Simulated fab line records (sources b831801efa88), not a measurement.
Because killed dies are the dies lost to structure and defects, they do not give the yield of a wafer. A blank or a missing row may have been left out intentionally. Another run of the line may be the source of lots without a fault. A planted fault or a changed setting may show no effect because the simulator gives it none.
fab line records | flow sky130
record lots=11 wafers=33 lastDay=49
route steps=708 shown METAL4@630 VIA4@640 PAD_OPEN@708
lots with no fault: from the same line, run without faults
startH: hours from the record's opening day to when the first of the lot's shown wafers began | waitH: hours from the lot's prior step to this one | " unchanged from the row above | L1.1+2: several wafers, shown together as one row | - either no value or no given start | * or withheld: withheld | < > ~ a bound
route shown NAME@n: names a module that has steps shown in the file, with the first one's number in the route | usual: mean/standard deviation taken from wafers without a fault | same: alike in all rows | chamber/n: place in a boat | sites: the reading at each site | _std_site: standard deviation of those values | _edge_site: inner sites' mean taken away from outer sites' mean | radiusMm: how far each site lies from the wafer's centre | mask NAME#n: copy n | behind: the tool/chamber that last shaped the wafer | hold: what put the lot on hold/how long, in hours/how the hold closed | device: the transistor (n, p or np) that didn't switch | end of line: the route-end tests of the same wafers | where a step has no rows: the recipe by itself | killed: count of dies lost to structure and defects at first sort (not the wafer's yield) | map: the dies of a wafer, with x for killed, . for not killed, _ for no die there
set.NAME: setting as actually run; set.NAME@STEP: the setting as run at that earlier step | model.NAME: the simulator's own value behind a step, which no gauge read
route steps across a sampled set of lots; one table per step, one row per wafer
services: when a tool's chamber went out of use (startH, in hours from the record's first day, below 0 if earlier), for how many hours, and the reason
## steps
# step SKY_METAL4_OVL_MEAS_14
# usual METAL4_OVL=5/5.1
# columns lot.wafer tool chamber startH waitH METAL4_OVL[nm]
L638.1 overlay-02 - 974.25 0.1 8
L638.3 " - " " 3
L638.6 " - " " 7
L640.2 overlay-01 - 990.20 0.1 2
L640.4 " - " " 9
L640.6 " - " " 9
L641.2 overlay-02 - 999.18 0.1 2
L641.4 " - " " -2
L641.6 " - " " 2
L642.2 overlay-01 - 1000.45 0.1 3
L642.4 " - " " -1
L642.5 " - " " 9
L643.2 overlay-02 - 1012.55 0.1 14
L643.3 " - " " 8
L643.6 " - " " 15
L644.2 overlay-01 - 1022.60 0.1 11
L644.5 " - " " 7
L644.6 " - " " 9
L649.2 overlay-01 - 1048.58 0.1 1
L649.3 " - " " 2
L649.6 " - " " 4
L653.1 overlay-01 - 1082.92 0.1 5
L653.3 " - " " 10
L653.5 " - " " 5
L655.2 overlay-01 - 1102.10 0.1 5
L655.3 " - " " 8
L655.5 " - " " 5
L657.2 overlay-01 - 1108.00 0.1 15
L657.5 " - " " 17
L657.6 " - " " 13
L658.1 overlay-01 - 1108.84 0.1 -1
L658.4 " - " " -6
L658.5 " - " " 3
# step SKY_METAL4_ETCH_16
# recipe chemistry=N2/H2 target=BARC ionEnergyEv=200 biasW=100 pressureMtorr=30 n2FlowSccm=100 h2FlowSccm=200 icpW=500 stopOn=SiO2 timeS=88.2 targetDepthA=600
# usual drypumpMotorCurrentA=5.6/0.45 oesProductAu=0.626/0.0045 rfFwdPowerW=496.5/1.8 throttleValvePct=13.205/0.0085
# same timeS=88.2
# columns lot.wafer tool chamber startH waitH drypumpMotorCurrentA oesProductAu rfFwdPowerW rfHoursCounterH throttleValvePct
L638.1 rieMetal-01 0 974.31 0.0 6.4 0.624 498.1 4 13.211
L638.3 " 0 " " 6.4 0.628 497.8 - 13.217
L638.6 " 0 " " 6.4 0.627 497.0 - 13.197
L640.2 rieMetal-01 1 990.26 0.0 5.3 0.622 496.8 16 13.187
L640.4 " 1 " " 5.3 0.634 495.0 - 13.197
L640.6 " 0 " " 6.4 0.615 496.2 - 13.208
L641.2 rieMetal-04 1 999.24 0.0 4.9 0.620 498.6 12 13.207
L641.4 " 1 " " 4.9 0.626 498.2 - 13.201
L641.6 " 1 " " 4.9 0.633 498.6 - 13.194
L642.2 rieMetal-01 0 1000.51 0.0 6.4 0.620 496.0 5 13.212
L642.4 " 1 " " 5.3 0.637 493.3 - 13.197
L642.5 " 1 " " 5.2 0.625 491.1 - 13.199
L643.2 rieMetal-04 1 1012.61 0.0 4.9 0.621 497.0 13 13.199
L643.3 " 1 " " 4.9 0.623 498.2 - 13.201
L643.6 " 0 " " 5.5 0.622 497.6 - 13.199
L644.2 rieMetal-01 0 1022.66 0.0 6.4 0.627 495.5 6 13.200
L644.5 " 1 " " 5.3 0.624 496.7 - 13.208
L644.6 " 0 " " 6.4 0.630 496.9 - 13.226
L649.2 rieMetal-02 0 1048.64 0.0 5.7 0.624 495.2 14 13.197
L649.3 " 0 " " 5.7 0.617 495.1 - 13.216
L649.6 " 1 " " 5.4 0.626 495.1 - 13.208
L653.1 rieMetal-02 0 1082.99 0.0 5.7 0.623 494.9 16 13.195
L653.3 " 1 " " 5.4 0.625 495.6 - 13.199
L653.5 " 1 " " 5.4 0.621 495.1 - 13.199
L655.2 rieMetal-02 1 1102.16 0.0 5.4 0.615 494.2 14 13.204
L655.3 " 1 " " 5.4 0.629 496.2 - 13.195
L655.5 " 0 " " 5.7 0.633 498.9 - 13.220
L657.2 rieMetal-02 1 1108.06 0.0 5.4 0.628 493.3 15 13.206
L657.5 " 1 " " 5.4 0.629 494.3 - 13.203
L657.6 " 0 " " 5.7 0.624 496.9 - 13.228
L658.1 rieMetal-01 1 1108.91 0.0 5.3 0.631 498.5 24 13.214
L658.4 " 1 " " 5.3 0.630 495.7 - 13.200
L658.5 " 0 " " 6.4 0.628 498.3 - 13.206
# step SKY_VIA4_THK_MEAS_01
# recipe reads=SiO2_of_VIA4_HDPCVD_00
# usual VIA4_HDPCVD_THK=1754/23
# columns lot.wafer tool chamber startH waitH VIA4_HDPCVD_THK[nm]
L638.1 filmMetro-01 - 975.38 0.1 1770
L638.3 " - " " 1775
L638.6 " - " " 1767
L640.2 filmMetro-01 - 991.34 0.1 1759
L640.4 " - " " 1755
L640.6 " - " " 1728
L641.2 filmMetro-01 - 1000.38 0.1 1727
L641.4 " - " " 1767
L641.6 " - " " 1724
L642.2 filmMetro-03 - 1001.62 0.1 1777
L642.4 " - " " 1778
L642.5 " - " " 1761
L643.2 filmMetro-01 - 1013.69 0.1 1748
L643.3 " - " " 1727
L643.6 " - " " 1755
L644.2 filmMetro-04 - 1023.74 0.1 1766
L644.5 " - " " 1785
L644.6 " - " " 1774
L649.2 filmMetro-03 - 1049.71 0.1 1765
L649.3 " - " " 1738
L649.6 " - " " 1746
L653.1 filmMetro-04 - 1084.11 0.1 1812
L653.3 " - " " 1768
L653.5 " - " " 1781
L655.2 filmMetro-04 - 1103.72 0.1 1763
L655.3 " - " " 1742
L655.5 " - " " 1794
L657.2 filmMetro-04 - 1109.14 0.1 1729
L657.5 " - " " 1731
L657.6 " - " " 1764
L658.1 filmMetro-04 - 1110.05 0.1 1759
L658.4 " - " " 1763
L658.5 " - " " 1747
# step SKY_VIA4_SPUTTER_17
# recipe material=TiN targetThkNm=20 chamberPressurePa=5 powerW=4000 timeS=80
# usual throttleValvePct=30.0/1.1
# columns lot.wafer tool chamber startH waitH throttleValvePct
L638.1 pvdSputter-01 - 999.41 0.0 29.8
L638.3 " - " " 31.3
L638.6 " - " " 29.7
L640.2 pvdSputter-03 - 1015.60 0.0 30.9
L640.4 " - " " 31.9
L640.6 " - " " 28.5
L641.2 pvdSputter-04 - 1023.77 0.0 29.4
L641.4 " - " " 30.0
L641.6 " - " " 30.4
L642.2 pvdSputter-04 - 1025.44 0.0 29.7
L642.4 " - " " 29.7
L642.5 " - " " 30.1
L643.2 pvdSputter-01 - 1037.55 0.0 29.4
L643.3 " - " " 31.2
L643.6 " - " " 29.7
L644.2 pvdSputter-01 - 1047.72 0.0 31.2
L644.5 " - " " 29.6
L644.6 " - " " 30.0
L649.2 pvdSputter-01 - 1072.33 0.0 31.2
L649.3 " - " " 29.6
L649.6 " - " " 31.1
L653.1 pvdSputter-03 - 1104.79 0.0 30.7
L653.3 " - " " 31.7
L653.5 " - " " 31.7
L655.2 pvdSputter-04 - 1124.15 0.0 29.8
L655.3 " - " " 29.8
L655.5 " - " " 30.2
L657.2 pvdSputter-04 - 1128.94 0.0 27.2
L657.5 " - " " 29.6
L657.6 " - " " 29.8
L658.1 pvdSputter-03 - 1130.09 0.0 28.4
L658.4 " - " " 29.0
L658.5 " - " " 29.1
# step SKY_VIA4_RS_MEAS_19
# recipe thkMeasGauge=four-point-probe reads=W_of_VIA4_CVD_18+TiN_of_VIA4_SPUTTER_17
# usual VIA4_W_RS=0.2250/0.003
# columns lot.wafer tool chamber startH waitH hold VIA4_W_RS[ohm/sq]
L638.1 filmMetro-03 - 999.62 0.1 - 0.2256
L638.3 " - " " - 0.2250
L638.6 " - " " - 0.2222
L640.2 filmMetro-03 - 1015.83 0.1 - 0.2282
L640.4 " - " " - 0.2281
L640.6 " - " " - 0.2229
L641.2 filmMetro-03 - 1024.01 0.1 - 0.2242
L641.4 " - " " - 0.2236
L641.6 " - " " - 0.2261
L642.2 filmMetro-03 - 1025.67 0.1 - 0.2253
L642.4 " - " " - 0.2228
L642.5 " - " " - 0.2234
L643.2 filmMetro-04 - 1037.78 0.1 - 0.2265
L643.3 " - " " - 0.2266
L643.6 " - " " - 0.2250
L644.2 filmMetro-04 - 1047.96 0.1 - 0.2195
L644.5 " - " " - 0.2237
L644.6 " - " " - 0.2253
L649.2 filmMetro-01 - 1072.56 0.1 awaitDispo/0.2h/release 0.2191
L649.3 " - " " awaitDispo/0.2h/release 0.2199
L649.6 " - " " awaitDispo/0.2h/release 0.2235
L649.2 filmMetro-01 - 1072.86 0.3 - 0.2193
L649.3 " - " " - 0.2203
L649.6 " - " " - 0.2233
L653.1 filmMetro-04 - 1105.01 0.1 - 0.2319
L653.3 " - " " - 0.2249
L653.5 " - " " - 0.2284
L655.2 filmMetro-04 - 1124.38 0.1 - 0.2228
L655.3 " - " " - 0.2231
L655.5 " - " " - 0.2230
L657.2 filmMetro-01 - 1129.18 0.1 - 0.2203
L657.5 " - " " - 0.2228
L657.6 " - " " - 0.2254
L658.1 filmMetro-03 - 1130.30 0.1 - 0.2203
L658.4 " - " " - 0.2203
L658.5 " - " " - 0.2227
# step SKY_PAD_OPEN_PROBE_99
# usual defectLimitedYield=82.6/2 killed_at_M0_to_M3=44/7.3 killed_at_M4_up=3.1/1.6 killedAtContacts=24/5.4 killedAtFrontEnd=15/4 killedAtOther=0.2/0.49 killedDies=86/10 killedOpen=48/7.3 killedShort=38/6.3 sort_bin_3_pad_short=0.8/0.45 sort_bin_5_function=10.3/1.5 sort_bin_6_memory=6.3/1.2 sortNPass=406/10 sortYieldPct=82.6/2
# same grossDies=492 killedAtBackSide=0 sort_bin_4_leakage[%]=0 sort_bin_8_speed[%]=0
# columns lot.wafer tool chamber startH waitH defectLimitedYield[%] killed_at_M0_to_M3 killed_at_M4_up killedAtContacts killedAtFrontEnd killedAtOther killedDies killedOpen killedShort sort_bin_3_pad_short[%] sort_bin_5_function[%] sort_bin_6_memory[%] sortNPass sortYieldPct[%]
L653.1 prober-01 - 1165.54 0.1 81.5 61 3 15 12 0 91 46 45 0.4 11.8 6.3 401 81.5
L653.3 prober-01 - 1165.64 0.2 83.7 40 2 28 10 0 80 50 30 0 10.2 6.1 412 83.7
L653.5 prober-01 - 1165.74 0.2 81.3 48 7 26 11 0 92 54 38 0.2 12.0 6.5 400 81.3
L658.1 prober-01 - 1187.58 0.1 84.3 38 1 25 13 0 77 50 27 0.6 9.6 5.5 415 84.3
L658.4 prober-01 - 1187.73 0.2 81.3 45 3 18 25 1 92 52 40 1.0 12.2 5.5 400 81.3
L658.5 prober-01 - 1187.78 0.2 80.5 45 4 34 13 0 96 57 39 0.6 12.2 6.7 396 80.5
# killed by level:class
L653.1 VIA1:geometricParticle:open=16 VIA2:geometricParticle:open=7 LI_CONTACT:geometricParticle:open=6 METAL2:geometricParticle:short=6 METAL3:geometricParticle:short=6 VIA3:geometricParticle:short=6 VIA1:geometricParticle:short=5 VIA3:geometricParticle:open=5
L653.3 VIA1:geometricParticle:open=12 CONTACT:geometricParticle:open=9 VIA3:geometricParticle:open=8 LI_CONTACT:geometricParticle:open=7 CONTACT:geometricParticle:short=5 VIA1:geometricParticle:short=4 VIA2:geometricParticle:short=4 FIELD_ISO:geometricParticle:open=3
L653.5 CONTACT:geometricParticle:open=14 VIA2:geometricParticle:open=10 VIA1:geometricParticle:open=9 VIA1:geometricParticle:short=7 METAL2:geometricParticle:short=5 VIA3:geometricParticle:short=5 VIA3:geometricParticle:open=5 FIELD_ISO:geometricParticle:short=4
L658.1 CONTACT:geometricParticle:open=14 VIA1:geometricParticle:open=13 VIA3:geometricParticle:open=6 LI_CONTACT:geometricParticle:open=5 FIELD_ISO:geometricParticle:open=4 METAL1:geometricParticle:short=4 VIA1:geometricParticle:short=4 VIA2:geometricParticle:open=4
L658.4 VIA1:geometricParticle:open=14 CONTACT:geometricParticle:open=9 VIA2:geometricParticle:open=7 POLY_GATE:geometricParticle:short=6 METAL1:geometricParticle:short=6 VIA1:geometricParticle:short=6 FIELD_ISO:geometricParticle:short=5 LI_CONTACT:geometricParticle:open=4
L658.5 CONTACT:geometricParticle:open=13 VIA1:geometricParticle:open=12 VIA2:geometricParticle:open=8 LI_CONTACT:geometricParticle:open=7 LOCAL_INTERCONNECT:geometricParticle:short=7 VIA3:geometricParticle:open=6 POLY_GATE:geometricParticle:short=6 METAL1:geometricParticle:short=4
## services
# columns tool chamber startH hours kind
rieMetal-02 - 952.85 4.0 pm
rieMetal-02 - 961.40 1.2 repair
rieMetal-01 - 965.96 0.9 repair
pvdSputter-03 - 1006.96 2.2 repair
rieMetal-01 0 1011.47 2.8 repair
pvdSputter-01 1 1018.72 - consumableReplace:kit
pvdSputter-01 1 1018.72 18.0 scheduledDown
pvdSputter-01 1 1018.72 18.0 ventCycle
rieMetal-02 - 1020.28 28.1 pm
pvdSputter-03 1 1021.12 - consumableReplace:kit
pvdSputter-03 1 1021.12 18.0 scheduledDown
pvdSputter-03 1 1021.12 18.0 ventCycle
pvdSputter-04 - 1055.98 5.3 repair
pvdSputter-04 3 1069.07 - consumableReplace:kit
pvdSputter-04 3 1069.07 18.0 scheduledDown
pvdSputter-04 3 1069.07 18.0 ventCycle
rieMetal-04 - 1076.69 2.8 pm
pvdSputter-04 - 1091.96 14.1 repair
rieMetal-04 1 1115.03 23.9 repair
## key
firstSign step=SKY_VIA4_RS_MEAS_19 reading=visit direction=added
effect none on later readings
metAt SKY_VIA4_SPUTTER_17
struckLots L649
notActingAt SKY_METAL4_OVL_MEAS_14,SKY_METAL4_ETCH_16,SKY_VIA4_THK_MEAS_01
onsetBetween 1047.72 1072.33
fault kind=processParameterDrift tool=pvdSputter-01 chamber=- onsetH=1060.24 steps=SKY_VIA4_SPUTTER_17 channel=targetThkNm offset=15.535 shape=step endH=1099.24 actsIn=theseRecipesOnly stated=20
